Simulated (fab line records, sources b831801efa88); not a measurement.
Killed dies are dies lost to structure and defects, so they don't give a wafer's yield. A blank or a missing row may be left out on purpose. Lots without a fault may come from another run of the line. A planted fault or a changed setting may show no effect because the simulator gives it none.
A struck lot beside a sound one | flow sky130 | 16 steps out of a route of 708
Sound: wafers L340.3, L340.5, L340.6. Struck: wafers L343.2, L343.4, L343.5. The cause comes at the end.
At each step with rows: each side's tool, then ch and its chambers, then its first start. Under that, the readings that differ: sound wafers | struck wafers | difference of the means | sigmas: that difference in standard deviations of wafers without a fault.
alike: readings whose means differ by less than 2 such deviations, and words and numbers that are the same on both sides. not compared: withheld readings, readings that some wafer has no value for, bounds like >300 that may hide the same value, and numbers for which the record gives no deviation and whose values overlap.
The two part at a step that has a row with sigmas, a row that says differs or no value, or rows on one side only. Numbers that don't overlap but have no deviation are shown without sigmas and don't part them. A reading that every wafer of one side lacks parts them only if that side has two wafers or more.

first, 7 steps without rows for these wafers: SKY_METAL3_HMDS_06 (prime time 60 s); SKY_METAL3_COAT_07 (resist thk 60 nm); SKY_METAL3_COAT_08 (resist thk 1124 nm); SKY_METAL3_SOFTBAKE_09 (time 90 s); SKY_METAL3_EXPOSE_10 (exposes mask MM3, target cd 300 nm); SKY_METAL3_PEB_11; SKY_METAL3_DEVELOP_12 (develop time 60 s).
SKY_METAL3_CD_MEAS_13: target cd 300 nm.
  sound on cd_sem-01, day 41 14:29; struck on cd_sem-01, day 42 04:23
  alike: cd_nm
SKY_METAL3_OVL_MEAS_14:
  sound on overlay-02, day 41 14:34; struck on overlay-01, day 42 04:30
  alike: METAL3_OVL
SKY_METAL3_DESCUM_15: chemistry O2, time 8 s.
  sound on rie_metal-01 ch 0,1, day 41 14:37; struck on rie_metal-02 ch 0,1, day 42 04:32
  reading               | sound             | struck            | difference | sigmas
  oes_product_au (a.u.) | 1.023 1.020 1.024 | 0.994 0.987 1.008 | -0.026     | -2
  alike: drypump_motor_current_A
  not compared: rf_hours_counter_h
SKY_METAL3_ETCH_16: etches BARC in N2/H2, stops on SiO2, time 88.2 s, target depth 60 nm.
  sound on rie_metal-01 ch 0,1, day 41 14:40; struck on rie_metal-02 ch 0,1, day 42 04:34
  alike: bias_w, chamber_pressure_mTorr, drypump_motor_current_A, oes_product_au, throttle_valve_pct
  not compared: rf_hours_counter_h
SKY_METAL3_ETCH_17: etches SiO2 in C4F8/O2/Ar, stops on TiN, time 3.9 s, target depth 15 nm.
  sound on rie_diel-01 ch 1,2,3, day 41 14:44; struck on rie_diel-01 ch 2,3, day 42 04:40
  alike: bias_w, chamber_pressure_mTorr, oes_product_au
SKY_METAL3_METAL_ETCH_18: etches the open film in Cl2/BCl3, stops on SiO2, target depth 845 nm, time 183.1 s.
  sound on rie_metal-02 ch 0,1, day 41 14:49; struck on rie_metal-03 ch 0, day 42 04:41
  no value came back on the struck wafers for any of 6 readings (bcl3_flow_sccm (sccm), bias_w (W) and others); on the sound wafers bcl3_flow_sccm (sccm) reads 29.97 30.04 29.97
  reading                                       | sound             | struck            | difference | sigmas
  model.KrF-thick_of_METAL3_COAT_08.thk_nm (nm) | 506.4 507.9 521.1 | 1063 1062 1057    | +549       |
  model.SiO2_of_VIA2_HDPCVD_00.thk_nm (nm)      | 466.3 466.2 465.8 | 491.5 491.7 491.6 | +25.5      |
  not compared: rf_hours_counter_h
SKY_METAL3_STRIP_19: strips in O2/N2.
  sound on plasma_asher-02 ch 0,1, day 41 14:58; struck on plasma_asher-01 ch 0, day 42 04:52
  reading                      | sound             | struck            | difference | sigmas
  oes_product_au (a.u.)        | 0.485 0.494 0.497 | 0.719 0.716 0.715 | +0.225     | +39
  strip_time_to_endpoint_s (s) | 6.31 6.35 6.48    | 11.71 11.72 11.65 | +5.31      | +57
  alike: drypump_motor_current_A
  not compared: rf_hours_counter_h
then, 1 step without rows for these wafers: SKY_METAL3_STRIP_20 (strips in post etch residue remover, time 1200 s).
-- the record jumps here: 7 days lie between the struck wafers' starts before and after (it left off in module METAL3 and takes up again in module PAD_OPEN, whose first step shown is number 708 of the route) --
SKY_PAD_OPEN_PROBE_99:
  sound on prober-01, day 48 10:32; struck on prober-02, day 48 19:43
  reading                  | sound          | struck         | difference | sigmas
  defect_limited_yield (%) | 80.7 82.3 80.9 | 0 0 0          | -81        | -43
  killed_at_M0_to_M3       | 51 55 46       | 446 446 450    | +397       | +55
  killed_dies              | 95 87 94       | 492 492 492    | +400       | +43
  killed_on_rim            | 21 20 11       | 96 96 96       | +79        | +21
  sort_bin_5_function (%)  | 11.0 9.6 12.0  | 91.1 91.7 93.1 | +81.1      | +58
  sort_n_pass              | 396 404 396    | 0 0 0          | -399       | -36
  sort_yield_pct (%)       | 80.5 82.1 80.5 | 0 0 0          | -81        | -37
  alike: killed_at_M4_up, killed_at_contacts, killed_at_front_end, killed_at_other, killed_open, killed_short, sort_bin_3_pad_short, sort_bin_6_memory, sort_bin_8_speed

WHERE THEY PART
First at SKY_METAL3_DESCUM_15; last, within this record, at SKY_PAD_OPEN_PROBE_99.

WHY: what the simulator had put in
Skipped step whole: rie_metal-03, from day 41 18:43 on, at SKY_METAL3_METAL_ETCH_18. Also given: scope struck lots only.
